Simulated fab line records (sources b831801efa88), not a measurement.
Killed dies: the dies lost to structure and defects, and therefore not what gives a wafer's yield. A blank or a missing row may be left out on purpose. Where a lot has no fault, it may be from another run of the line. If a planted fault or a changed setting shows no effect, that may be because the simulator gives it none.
Chamber matching | flow sky130 | SKY_PASSIVATION_ETCH_11 on rie-diel-04: 4 sister chambers
The step etches the open film in CF4/O2, stops on AlCu, target depth 725 nm, time 161.1 s. 4 wafers are shown with their chamber, then 7 later ones without.

== WAFERS PAIRED WITH THEIR CHAMBERS ==
wafer  | chamber | drypump-motor-current-A (A)
L085.1 | 2       | 6.24
L086.5 | 3       | 6.20
L090.2 | 0       | 5.50
L090.3 | 1       | 6.05

== WAFERS WITHOUT THEIR CHAMBER ==
wafer  | drypump-motor-current-A (A)
L090.4 | 6.18
L092.1 | 6.02
L092.4 | 5.54
L092.5 | 6.20
L094.1 | 6.03
L094.3 | 6.23
L094.4 | 5.50

== WHICH CHAMBER EACH WENT THROUGH ==
wafer  | from the rows above     | in truth
L090.4 | can't be placed: 3 or 2 | 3
L092.1 | 1                       | 1
L092.4 | 0                       | 0
L092.5 | can't be placed: 3 or 2 | 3
L094.1 | 1                       | 1
L094.3 | can't be placed: 2 or 3 | 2
L094.4 | 0                       | 0
Placed correctly: 4 of 7. Can't be placed from these rows: 3 (the true chamber is among the candidates in 3). Placed wrongly: 0.
How it was worked out, from the rows above alone: a wafer's distance from a chamber is the root of the sum, over the readings, of the square of ((its reading less the chamber's mean) divided by the reading's scatter). If the next closest chamber is less than 2 further off than the closest, the wafer can't be placed; otherwise it belongs to the closest. A chamber's mean is the mean of its shown wafers. The scatter: with one shown wafer a chamber, the root of the mean of the squares of how far each hidden wafer lies from its nearest shown one.
